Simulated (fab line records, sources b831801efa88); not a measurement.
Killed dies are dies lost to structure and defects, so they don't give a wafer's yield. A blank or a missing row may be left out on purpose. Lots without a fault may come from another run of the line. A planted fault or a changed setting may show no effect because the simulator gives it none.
Chamber matching | flow sky130 | SKY_FIELD_ISO_ETCH_17 on rie_si-02: 4 sister chambers
The step etches Si in HBr/Cl2/O2, target depth 342 nm, time 97.7 s. 4 wafers are shown with their chamber, then 8 later ones without.

WAFERS WITH THEIR CHAMBER
wafer  | chamber | drypump_motor_current_A (A)
L579.1 | 1       | 5.6
L580.4 | 3       | 6.0
L582.6 | 2       | 5.4
L590.1 | 0       | 6.3

WAFERS WITHOUT THEIR CHAMBER
wafer  | drypump_motor_current_A (A)
L590.3 | 5.5
L590.4 | 6.0
L592.2 | 6.3
L592.4 | 6.0
L592.6 | 6.0
L595.3 | 5.4
L595.4 | 6.3
L595.5 | 6.3

WHICH CHAMBER EACH WENT THROUGH
wafer  | from the rows above     | in truth
L590.3 | can't be placed: 1 or 2 | 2
L590.4 | 3                       | 3
L592.2 | 0                       | 0
L592.4 | 3                       | 3
L592.6 | 3                       | 3
L595.3 | 2                       | 2
L595.4 | 0                       | 0
L595.5 | 0                       | 0
Placed correctly: 7 of 8. Can't be placed from these rows: 1 (the true chamber is among the candidates in 1). Placed wrongly: 0.
How it was worked out, from the rows above alone: a wafer's distance from a chamber is the root of the sum, over the readings, of the square of ((its reading less the chamber's mean) divided by the reading's scatter). The wafer belongs to the nearest chamber; if the next one is less than 2 further off, it can't be placed. A chamber's mean is the mean of its shown wafers. The scatter: with one shown wafer a chamber, the root of the mean of the squares of how far each hidden wafer lies from its nearest shown one.
